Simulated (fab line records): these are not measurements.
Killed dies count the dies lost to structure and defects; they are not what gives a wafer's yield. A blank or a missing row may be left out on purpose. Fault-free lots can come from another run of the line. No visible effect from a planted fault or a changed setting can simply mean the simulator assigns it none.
fab line records | flow sky130
record: lots: 6 | wafers: 18 | last-day: 51
route steps=708 shown METAL5@664
lots untouched by any fault: they come from a run of this same line in which no faults occurred
start-h: hours from the record's first day to the start of the lot's first wafer shown | wait-h: time in hours since the lot's previous step | " identical to the entry in the row above | L1.1+2: a row that stands for several wafers | - no value, or no start given | * or withheld: withheld | < > ~ a bound
route shown NAME@n: a module of which the file shows steps, and the number in the route of the first | usual: mean and standard deviation over wafers with no fault | same: alike in all rows | chamber/n: place in a boat | sites: each site's reading | _std_site: the values' standard deviation | _edge_site: mean of outer sites minus mean of inner sites | radius-mm: for every site, how far away it sits from the centre of the wafer | mask NAME#n: copy n | behind: the last tool/chamber to shape the wafer | hold: why the lot went on hold/how many hours it stayed there/how the hold came to an end | device: whichever transistor did not switch (one of n, p or np) | end of line: tests of these same wafers at the route's end | where a step has no rows: the recipe by itself | killed: at the first sort, the dies lost to defects and structure; wafer yield is something else | map: shows each die of a wafer: x if killed, . if not, _ if none is there
set.NAME: setting as actually run; set.NAME@STEP: the setting as run at that earlier step | model.NAME: the simulator's own value behind a step, which no gauge read
lots seen at some steps along the route; tables by step, rows by wafer
services: from which hour (start-h, from the record's first day; less than 0 if before it) a tool's chamber was out of use, for how many hours, and why
== steps ==
step: SKY_METAL5_SPUTTER_03
recipe: material: Ti | target-thk-nm: 5 | power-w: 3000 | time-s: 3.3 | chamber-pressure-pa: 0.4193
usual: throttle-valve-pct: 30.2/1.1
lot.wafer | tool           | chamber | start-h | wait-h | throttle-valve-pct
L329.2    | pvd-sputter-01 | -       | 1055.04 | 0.0    | 29.8
L329.5    | "              | -       | "       | "      | 30.5
L329.6    | "              | -       | "       | "      | 29.9
L330.3    | pvd-sputter-04 | -       | 1056.82 | 0.0    | 30.7
L330.5    | "              | -       | "       | "      | 30.9
L330.6    | "              | -       | "       | "      | 31.1
L331.3    | pvd-sputter-03 | -       | 1077.93 | 0.0    | 31.7
L331.4    | "              | -       | "       | "      | 29.7
L331.6    | "              | -       | "       | "      | 30.4
L342.1    | pvd-sputter-01 | -       | 1133.74 | 0.0    | 30.9
L342.2    | "              | -       | "       | "      | 29.8
L342.5    | "              | -       | "       | "      | 29.8
L350.1    | pvd-sputter-01 | -       | 1174.82 | 0.0    | 30.9
L350.4    | "              | -       | "       | "      | 27.8
L350.5    | "              | -       | "       | "      | 28.0
L351.4    | pvd-sputter-04 | -       | 1179.01 | 0.0    | 30.9
L351.5    | "              | -       | "       | "      | 30.9
L351.6    | "              | -       | "       | "      | 31.0
step: SKY_METAL5_SPUTTER_04
recipe: material: TiN | target-thk-nm: 70 | power-w: 6500 | time-s: 58.3 | chamber-pressure-pa: 0.4
usual: throttle-valve-pct: 30.2/1.1
lot.wafer | tool           | chamber | start-h | wait-h | throttle-valve-pct
L329.2    | pvd-sputter-01 | -       | 1055.06 | 0.0    | 29.3
L329.5    | "              | -       | "       | "      | 30.3
L329.6    | "              | -       | "       | "      | 29.7
L330.3    | pvd-sputter-04 | -       | 1056.84 | 0.0    | 30.7
L330.5    | "              | -       | "       | "      | 30.9
L330.6    | "              | -       | "       | "      | 30.8
L331.3    | pvd-sputter-03 | -       | 1077.95 | 0.0    | 32.1
L331.4    | "              | -       | "       | "      | 29.6
L331.6    | "              | -       | "       | "      | 30.5
L342.1    | pvd-sputter-01 | -       | 1133.76 | 0.0    | 31.1
L342.2    | "              | -       | "       | "      | 30.1
L342.5    | "              | -       | "       | "      | 29.7
L350.1    | pvd-sputter-01 | -       | 1174.83 | 0.0    | 30.8
L350.4    | "              | -       | "       | "      | 27.8
L350.5    | "              | -       | "       | "      | 27.8
L351.4    | pvd-sputter-04 | -       | 1179.03 | 0.0    | 30.8
L351.5    | "              | -       | "       | "      | 31.0
L351.6    | "              | -       | "       | "      | 31.0
step: SKY_METAL5_RS_MEAS_05
recipe: thk-meas-gauge: four-point-probe | reads: TiN_of_METAL5_SPUTTER_04+Ti_of_METAL5_SPUTTER_03+AlCu_of_METAL5_SPUTTER_02+TiN_of_METAL5_SPUTTER_01+Ti_of_METAL5_SPUTTER_00
usual: METAL5_ALCU_RS: 0.02702/0.00025
lot.wafer | tool          | chamber | start-h | wait-h | METAL5_ALCU_RS[ohm/sq]
L329.2    | film-metro-02 | -       | 1055.13 | 0.0    | 0.02731
L329.5    | "             | -       | "       | "      | 0.02712
L329.6    | "             | -       | "       | "      | 0.02737
L330.3    | film-metro-03 | -       | 1056.93 | 0.1    | 0.02719
L330.5    | "             | -       | "       | "      | 0.02685
L330.6    | "             | -       | "       | "      | 0.02672
L331.3    | film-metro-04 | -       | 1078.04 | 0.1    | 0.0272
L331.4    | "             | -       | "       | "      | 0.02725
L331.6    | "             | -       | "       | "      | 0.02745
L342.1    | film-metro-02 | -       | 1133.82 | 0.0    | 0.02682
L342.2    | "             | -       | "       | "      | 0.02697
L342.5    | "             | -       | "       | "      | 0.02722
L350.1    | film-metro-02 | -       | 1174.88 | 0.0    | 0.02672
L350.4    | "             | -       | "       | "      | 0.02688
L350.5    | "             | -       | "       | "      | 0.02703
L351.4    | film-metro-03 | -       | 1179.15 | 0.1    | 0.02661
L351.5    | "             | -       | "       | "      | 0.0267
L351.6    | "             | -       | "       | "      | 0.02678
step: SKY_METAL5_THK_MEAS_06
recipe: thk-meas-gauge: xrf | reads: AlCu_of_METAL5_SPUTTER_02
usual: METAL5_ALCU_THK: 1133/12
lot.wafer | tool          | chamber | start-h | wait-h | METAL5_ALCU_THK[nm]
L329.2    | film-metro-02 | -       | 1055.24 | 0.1    | 1117
L329.5    | "             | -       | "       | "      | 1129
L329.6    | "             | -       | "       | "      | 1120
L330.3    | film-metro-03 | -       | 1057.03 | 0.1    | 1128
L330.5    | "             | -       | "       | "      | 1133
L330.6    | "             | -       | "       | "      | 1151
L331.3    | film-metro-04 | -       | 1078.14 | 0.1    | 1138
L331.4    | "             | -       | "       | "      | 1139
L331.6    | "             | -       | "       | "      | 1125
L342.1    | film-metro-02 | -       | 1133.94 | 0.1    | 1136
L342.2    | "             | -       | "       | "      | 1131
L342.5    | "             | -       | "       | "      | 1120
L350.1    | film-metro-02 | -       | 1175.00 | 0.1    | 1145
L350.4    | "             | -       | "       | "      | 1135
L350.5    | "             | -       | "       | "      | 1133
L351.4    | film-metro-03 | -       | 1179.24 | 0.1    | 1134
L351.5    | "             | -       | "       | "      | 1134
L351.6    | "             | -       | "       | "      | 1123
step: SKY_METAL5_DEHYDRATE_07
recipe: temp-c: 200 | time-s: 60
step: SKY_METAL5_HMDS_08
recipe: prime-time-s: 60 | prime-temp-c: 120
step: SKY_METAL5_COAT_09
recipe: resist: NOVOLAK | spin-rpm: 3000 | resist-thk-nm: 1800
step: SKY_METAL5_SOFTBAKE_10
recipe: temp-c: 90 | time-s: 57.01 | resist: NOVOLAK
step: SKY_METAL5_EXPOSE_11
recipe: mask-id: MM5 | na: 0.6 | source-shape: conventional | sigma-outer: 0.6 | polarization: unpolarized | target-cd-nm: 1600 | dose-mj: 190
step: SKY_METAL5_PEB_12
recipe: temp-c: withheld | time-s: * | resist: NOVOLAK
step: SKY_METAL5_DEVELOP_13
recipe: resist: NOVOLAK | developer: TMAH | develop-time-s: 60 | dev-temp-c: 23
step: SKY_METAL5_DESCUM_14
recipe: chemistry: O2 | source-power-w: 150 | bias-power-w: 0 | pressure-mtorr: 10 | temp-c: 40 | time-s: 11
usual: drypump-motor-current-A: 5.6/0.46 | oes-product-au: 0.996/0.0075
lot.wafer | tool         | chamber | start-h | wait-h | drypump-motor-current-A | oes-product-au | rf-hours-counter-h
L329.2    | rie-metal-03 | 0       | 1076.65 | 0.1    | 5.5                     | 1.005          | 18
L329.5    | "            | 1       | "       | "      | 6.3                     | 0.999          | -
L329.6    | "            | 0       | "       | "      | 5.5                     | 0.991          | -
L330.3    | rie-metal-03 | 0       | 1079.20 | 0.1    | 5.5                     | 1.002          | -
L330.5    | "            | 1       | "       | "      | 6.3                     | 1.001          | -
L330.6    | "            | 0       | "       | "      | 5.5                     | 1.007          | -
L331.3    | rie-metal-01 | 1       | 1100.20 | 0.1    | 5.1                     | 0.989          | -
L331.4    | "            | 0       | "       | "      | 5.8                     | 0.997          | -
L331.6    | "            | 1       | "       | "      | 5.1                     | 1.001          | -
L342.1    | rie-metal-02 | 0       | 1154.15 | 0.1    | 5.3                     | 0.991          | 17
L342.2    | "            | 1       | "       | "      | 6.3                     | 1.009          | 23
L342.5    | "            | 0       | "       | "      | 5.3                     | 0.981          | -
L350.1    | rie-metal-01 | 0       | 1192.60 | 0.1    | 5.8                     | 0.990          | 23
L350.4    | "            | 0       | "       | "      | 5.8                     | 0.992          | -
L350.5    | "            | 0       | "       | "      | 5.8                     | 0.987          | -
L351.4    | rie-metal-01 | 1       | 1196.56 | 0.1    | 5.1                     | 1.004          | -
L351.5    | "            | 0       | "       | "      | 5.8                     | 0.990          | -
L351.6    | "            | 1       | "       | "      | 5.1                     | 0.994          | -
step: SKY_METAL5_METAL_ETCH_15
recipe: target-depth-a: 12600 | stop-on: SiO2 | over-etch-frac: 0.2 | time-s: 252 | chemistry: Cl2/BCl3 | resist-sidewall-deg: 86 | pressure-mtorr: 10 | icp-w: 900 | bias-w: 48.5 | Cl2_flow_sccm: 60 | bcl3-flow-sccm: 30
usual: bcl3-flow-sccm: 30.00/0.095 | drypump-motor-current-A: 5.6/0.46 | oes-product-au: 0.894/0.0049 | throttle-valve-pct: 22.264/0.0091
lot.wafer | tool         | chamber | start-h | wait-h | bcl3-flow-sccm | drypump-motor-current-A | oes-product-au | rf-hours-counter-h | throttle-valve-pct | model.NOVOLAK_of_METAL5_COAT_09.thk-nm | model.METAL5.feature-depth-nm | model.etch.depth-nm
L329.2    | rie-metal-03 | 0       | 1076.69 | 0.0    | 29.88          | 5.5                     | 0.902          | 18                 | 22.265             | 1037                                   | 1268                          | 1268
L329.5    | "            | 1       | "       | "      | 29.81          | 6.3                     | 0.897          | -                  | 22.258             | 1041                                   | 1255                          | 1255
L329.6    | "            | 0       | "       | "      | 29.92          | 5.5                     | 0.899          | -                  | 22.270             | 1047                                   | 1267                          | 1267
L330.3    | rie-metal-03 | 0       | 1079.30 | 0.1    | 30.07          | 5.5                     | 0.892          | -                  | 22.270             | 1045                                   | 1256                          | 1256
L330.5    | "            | 1       | "       | "      | 30.22          | 6.3                     | 0.897          | -                  | 22.261             | 1044                                   | 1267                          | 1267
L330.6    | "            | 0       | "       | "      | 30.03          | 5.5                     | 0.888          | -                  | 22.272             | 1044                                   | 1258                          | 1258
L331.3    | rie-metal-01 | 1       | 1100.30 | 0.1    | 30.10          | 5.1                     | 0.891          | -                  | 22.279             | 1024                                   | 1254                          | 1254
L331.4    | "            | 0       | "       | "      | 29.87          | 5.9                     | 0.885          | -                  | 22.270             | 1039                                   | 1254                          | 1254
L331.6    | "            | 1       | "       | "      | 30.21          | 5.1                     | 0.895          | -                  | 22.266             | 1033                                   | 1264                          | 1264
L342.1    | rie-metal-02 | 0       | 1154.18 | 0.0    | 29.96          | 5.4                     | 0.907          | 17                 | 22.257             | 1040                                   | 1266                          | 1266
L342.2    | "            | 1       | "       | "      | 29.93          | 6.3                     | 0.892          | 23                 | 22.264             | 1033                                   | 1261                          | 1261
L342.5    | "            | 0       | "       | "      | 30.12          | 5.4                     | 0.887          | -                  | 22.250             | 1030                                   | 1251                          | 1251
L350.1    | rie-metal-01 | 0       | 1192.64 | 0.0    | 30.01          | 5.9                     | 0.893          | 23                 | 22.263             | 1062                                   | 1258                          | 1258
L350.4    | "            | 0       | "       | "      | 29.89          | 5.9                     | 0.891          | -                  | 22.268             | 1061                                   | 1253                          | 1253
L350.5    | "            | 0       | "       | "      | 29.94          | 5.8                     | 0.812          | -                  | 22.273             | 1272                                   | 1047                          | 1047
L351.4    | rie-metal-01 | 1       | 1196.67 | 0.1    | 29.81          | 5.1                     | 0.895          | -                  | 22.273             | 1043                                   | 1262                          | 1262
L351.5    | "            | 0       | "       | "      | 30.25          | 5.8                     | 0.812          | -                  | 22.271             | 1262                                   | 1053                          | 1053
L351.6    | "            | 1       | "       | "      | 30.04          | 5.1                     | 0.809          | -                  | 22.271             | 1263                                   | 1063                          | 1063
step: SKY_METAL5_STRIP_16
recipe: chemistry: O2/N2 | power-w: 1400 | pressure-mtorr: 1500 | platen-temp-c: withheld | o2-flow-sccm: 3000 | n2-flow-sccm: 300 | overash-fraction: 0.5
usual: drypump-motor-current-A: 5.6/0.57 | oes-product-au: 0.710/0.0045 | strip-time-to-endpoint-s: 13.13/0.11
lot.wafer | tool            | chamber | start-h | wait-h | drypump-motor-current-A | oes-product-au | rf-hours-counter-h | strip-time-to-endpoint-s
L329.2    | plasma-asher-03 | 1       | 1076.92 | 0.2    | 5.1                     | 0.718          | 1                  | 13.10
L329.5    | "               | 1       | "       | "      | 5.1                     | 0.706          | -                  | 13.16
L329.6    | "               | 0       | "       | "      | 5.8                     | 0.705          | -                  | 13.23
L330.3    | plasma-asher-04 | 1       | 1079.49 | 0.1    | 5.4                     | 0.713          | -                  | 13.20
L330.5    | "               | 0       | "       | "      | 5.8                     | 0.705          | -                  | 13.18
L330.6    | "               | 1       | "       | "      | 5.4                     | 0.712          | -                  | 13.20
L331.3    | plasma-asher-04 | 1       | 1100.49 | 0.1    | 5.4                     | 0.711          | -                  | 12.94
L331.4    | "               | 0       | "       | "      | 5.8                     | 0.714          | -                  | 13.12
L331.6    | "               | 0       | "       | "      | 5.8                     | 0.707          | -                  | 13.04
L342.1    | plasma-asher-04 | 1       | 1154.42 | 0.2    | 5.4                     | 0.709          | 71                 | 13.13
L342.2    | "               | 0       | "       | "      | 5.8                     | 0.708          | 71                 | 13.03
L342.5    | "               | 1       | "       | "      | 5.4                     | 0.713          | -                  | 13.03
L350.1    | plasma-asher-04 | 1       | 1192.87 | 0.2    | 5.4                     | 0.701          | 75                 | 13.36
L350.4    | "               | 0       | "       | "      | 5.8                     | 0.700          | -                  | 13.34
L350.5    | "               | 0       | "       | "      | 5.8                     | 0.715          | -                  | 15.78
L351.4    | plasma-asher-03 | 1       | 1196.86 | 0.1    | 5.1                     | 0.704          | -                  | 13.16
L351.5    | "               | 0       | "       | "      | 5.8                     | 0.712          | -                  | 15.64
L351.6    | "               | 1       | "       | "      | 5.1                     | 0.706          | -                  | 15.65
step: SKY_METAL5_STRIP_17
recipe: chemistry: post-etch-residue-remover | time-s: 1200 | temp-c: 72.5
== services ==
tool            | chamber | start-h | hours | kind
pvd-sputter-03  | 3       | 1033.97 | -     | consumable-replace:kit
pvd-sputter-03  | 3       | 1033.97 | 18.0  | scheduled-down
pvd-sputter-03  | 3       | 1033.97 | 18.0  | vent-cycle
rie-metal-01    | 1       | 1041.61 | -     | clean
rie-metal-01    | 1       | 1041.61 | 19.9  | scheduled-down
rie-metal-01    | 1       | 1041.61 | 19.9  | vent-cycle
plasma-asher-03 | -       | 1055.25 | 9.0   | pm
plasma-asher-03 | 0       | 1055.25 | 9.0   | vent-cycle
plasma-asher-03 | 1       | 1055.25 | 9.0   | vent-cycle
plasma-asher-03 | 0       | 1064.25 | -     | clean
plasma-asher-03 | 1       | 1064.25 | -     | clean
pvd-sputter-03  | -       | 1066.26 | 3.9   | repair
pvd-sputter-01  | 3       | 1084.71 | -     | consumable-replace:kit
pvd-sputter-01  | 3       | 1084.71 | 18.0  | scheduled-down
pvd-sputter-01  | 3       | 1084.71 | 18.0  | vent-cycle
pvd-sputter-01  | -       | 1090.70 | 10.6  | repair
rie-metal-02    | -       | 1132.69 | 1.4   | pm
pvd-sputter-04  | 3       | 1137.09 | -     | consumable-replace:kit
pvd-sputter-04  | 3       | 1137.09 | 18.0  | scheduled-down
pvd-sputter-04  | 3       | 1137.09 | 18.0  | vent-cycle
rie-metal-03    | 1       | 1161.78 | 18.1  | repair
rie-metal-03    | -       | 1164.56 | 1.4   | pm
pvd-sputter-03  | 2       | 1174.40 | -     | consumable-replace:kit
pvd-sputter-03  | -       | 1182.59 | 2.8   | repair
== key ==
first-sign: step: SKY_METAL5_METAL_ETCH_15 | reading: oes-product-au | direction: down | sigmas: 17 | usual: 0.894 | struck: 0.811
effect: step: SKY_METAL5_STRIP_16 | reading: strip-time-to-endpoint-s | direction: up | sigmas: 23 | usual: * | struck: *
model-effect: step: SKY_METAL5_METAL_ETCH_15 | value: NOVOLAK_of_METAL5_COAT_09.thk-nm | without: 1047 | struck: 1266
met-at SKY_METAL5_METAL_ETCH_15
struck-wafers L350.5,L351.5,L351.6
later-rows-left-out L350.5,L351.5,L351.6
sort-left-out L350.5,L351.5,L351.6
onset-between 1100.30 1192.64
fault: kind: process-parameter-drift | tool: rie-metal-01 | chamber: - | onset-h: 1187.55 | steps: SKY_METAL5_METAL_ETCH_15 | channel: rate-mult | offset: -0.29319 | shape: step | end-h: 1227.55 | scope: struck-wafers-only
sort-left-out: the simulated sort isn't trusted on such a fault, so these wafers' sort isn't shown, and their yield isn't known
later-rows-left-out: the simulator's readings of these wafers behind a module that went badly wrong aren't trusted and aren't shown, but for the sort
